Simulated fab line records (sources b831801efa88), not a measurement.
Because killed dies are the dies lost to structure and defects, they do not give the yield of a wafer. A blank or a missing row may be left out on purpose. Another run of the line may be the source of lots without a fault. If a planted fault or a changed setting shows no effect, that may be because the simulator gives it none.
Which tool did it? -- flow gf180mcu -- 14 lots with 42 wafers sampled at 4 steps, on a route of 602 steps

WHAT THE GAUGES SHOWED, per wafer
GF_CONTACT_CD_MEAS_14 targets a cd of 220 nm. Usual: cdNm reads 220.0 nm (standard deviation 1.4).
lot,measured,on,cdNm (nm),flag
L858,day 17 22:34,cdSem-02,220.4 219.9 221.9,
L859,day 18 08:22,cdSem-02,221.7 220.3 218.8,
L860,day 18 23:20,cdSem-02,220.5 219.1 221.1,
L862,day 19 03:55,cdSem-02,218.2 217.8 218.3,
L861,day 19 08:01,cdSem-02,220.2 219.4 219.9,
L863,day 19 15:28,cdSem-02,221.7 219.8 221.1,
L865,day 20 03:44,cdSem-02,218.4 217.8 218.3,
L864,day 20 08:57,cdSem-01,218.1 218.9 218.6,
L871,day 22 11:52,cdSem-01,218.8 219.5 218.2,
L872,day 22 17:19,cdSem-02,217.2 218.3 217.2,
L873,day 23 07:55,cdSem-02,221.4 220.8 219.8,
L874,day 23 15:58,cdSem-02,221.2 219.6 221.9,
L875,day 23 17:29,cdSem-02,219.1 220.3 221.5,
L876,day 23 22:11,cdSem-01,221.8 219.1 219.3,

GF_M3_CD_MEAS_14 targets a cd of 280 nm. Usual: cdNm reads 279.7 nm (standard deviation 1.3).
lot,measured,on,cdNm (nm),flag
L858,day 23 08:17,cdSem-01,279.4 280.5 281.0,
L859,day 23 18:31,cdSem-02,279.9 280.9 281.5,
L860,day 24 08:13,cdSem-02,280.3 280.8 280.2,
L862,day 24 11:15,cdSem-02,279.7 279.9 279.4,
L861,day 24 15:34,cdSem-01,279.7 279.8 280.4,
L863,day 24 23:13,cdSem-01,279.3 279.1 279.4,
L865,day 25 09:16,cdSem-01,277.8 277.6 278.4,
L864,day 25 14:15,cdSem-02,280.9 280.3 280.4,
L871,day 27 10:34,cdSem-01,281.8 282.3 282.8,
L872,day 27 15:55,cdSem-02,279.6 279.6 280.0,
L873,day 28 02:49,cdSem-01,280.0 280.4 279.7,
L874,day 28 11:06,cdSem-01,279.3 279.7 279.1,
L875,day 28 12:26,cdSem-01,280.0 280.8 281.1,
L876,day 28 17:07,cdSem-01,278.4 277.9 276.7,

EACH LOT AND THE TOOL THAT RAN IT (in order: tool; ch and the chambers of the sampled wafers; start)
lot,GF_HV_LDD_IMPLANT_35,GF_V1_ETCH_16
L858,"implanter-02 ch 0, day 13 04:40","rieDiel-01 ch 0,2, day 20 03:02"
L859,"implanter-03 ch 0, day 13 11:38","rieDiel-03 ch 1,2,3, day 20 12:29"
L860,"implanter-03 ch 0, day 13 23:34","rieDiel-04 ch 0,1,2, day 21 03:40"
L862,"implanter-04 ch 0, day 14 04:43","rieDiel-03 ch 0,3, day 21 08:29"
L861,"implanter-03 ch 0, day 14 07:07","rieDiel-03 ch 0,2,3, day 21 13:22"
L863,"implanter-03 ch 0, day 14 14:58","rieDiel-04 ch 1,2, day 21 21:20"
L865,"implanter-03 ch 0, day 15 01:28","rieDiel-04 ch 0,2, day 22 07:38"
L864,"implanter-04 ch 0, day 15 05:14","rieDiel-04 ch 0,1, day 22 13:08"
L871,"implanter-02 ch 0, day 17 03:02","rieDiel-01 ch 0,1,2, day 24 13:13"
L872,"implanter-04 ch 0, day 17 08:37","rieDiel-01 ch 0,2,3, day 24 19:14"
L873,"implanter-02 ch 0, day 17 23:22","rieDiel-03 ch 2,3, day 25 07:59"
L874,"implanter-02 ch 0, day 18 07:09","rieDiel-01 ch 0,2,3, day 25 15:25"
L875,"implanter-03 ch 0, day 18 09:38","rieDiel-03 ch 0,1, day 25 17:19"
L876,"implanter-03 ch 0, day 18 16:24","rieDiel-04 ch 1,2,3, day 25 21:28"
- GF_HV_LDD_IMPLANT_35
- GF_V1_ETCH_16: etches BARC in N2/H2.

WHAT THE TOOLS THEMSELVES READ (means of the sampled wafers that have a number; where no wafer has one, the mark that the record gives instead)
GF_HV_LDD_IMPLANT_35. Usual: beamEnergyKeV reads 60.000 (standard deviation 0.019).
lot,tool,beamEnergyKeV,flag
L858,implanter-02,60.004,
L859,implanter-03,60.008,
L860,implanter-03,60.010,
L862,implanter-04,59.993,
L861,implanter-03,59.999,
L863,implanter-03,54.607,OFF
L865,implanter-03,54.621,OFF
L864,implanter-04,59.974,
L871,implanter-02,60.005,
L872,implanter-04,60.002,
L873,implanter-02,59.999,
L874,implanter-02,59.995,
L875,implanter-03,59.998,
L876,implanter-03,60.004,

GF_V1_ETCH_16. Usual: drypumpMotorCurrentA 5.6 A, standard deviation 0.42; oesProductAu 0.856 a.u., standard deviation 0.0049; throttleValvePct 13.224 %, standard deviation 0.0089.
lot,tool,drypumpMotorCurrentA (A),oesProductAu (a.u.),throttleValvePct (%),flag
L858,rieDiel-01,5.4,0.860,13.221,
L859,rieDiel-03,5.7,0.856,13.232,
L860,rieDiel-04,5.6,0.854,13.220,
L862,rieDiel-03,5.7,0.854,13.227,
L861,rieDiel-03,5.7,0.859,13.223,
L863,rieDiel-04,6.0,0.858,13.222,
L865,rieDiel-04,5.2,0.857,13.226,
L864,rieDiel-04,5.4,0.852,13.231,
L871,rieDiel-01,5.2,0.856,13.219,
L872,rieDiel-01,5.7,0.856,13.220,
L873,rieDiel-03,5.7,0.855,13.231,
L874,rieDiel-01,5.7,0.855,13.228,
L875,rieDiel-03,5.8,0.852,13.221,
L876,rieDiel-04,5.7,0.856,13.227,

THE ANSWER, worked out from the rows above alone
Rule: lot off if the mean of its wafers having a number is beyond 3 standard deviations from the usual mean. Also off: a lot with no number at a reading for which 4 or more lots have one. All remaining lots with rows at the step are treated as sound. First the gauges in route order, then the tools' own readings, where a lot's mean is used as printed above. At the first step where some lot is off, the reading lying furthest off is the one used; lots without a number count as furthest.
Off, at GF_HV_LDD_IMPLANT_35 on beamEnergyKeV: L863, L865.
A tool fits if, at that step or a process step before it, it ran every lot that is off, and no sound lot after the first of them. Of those tried, none fits.

WHAT THE SIMULATOR HAD PUT IN
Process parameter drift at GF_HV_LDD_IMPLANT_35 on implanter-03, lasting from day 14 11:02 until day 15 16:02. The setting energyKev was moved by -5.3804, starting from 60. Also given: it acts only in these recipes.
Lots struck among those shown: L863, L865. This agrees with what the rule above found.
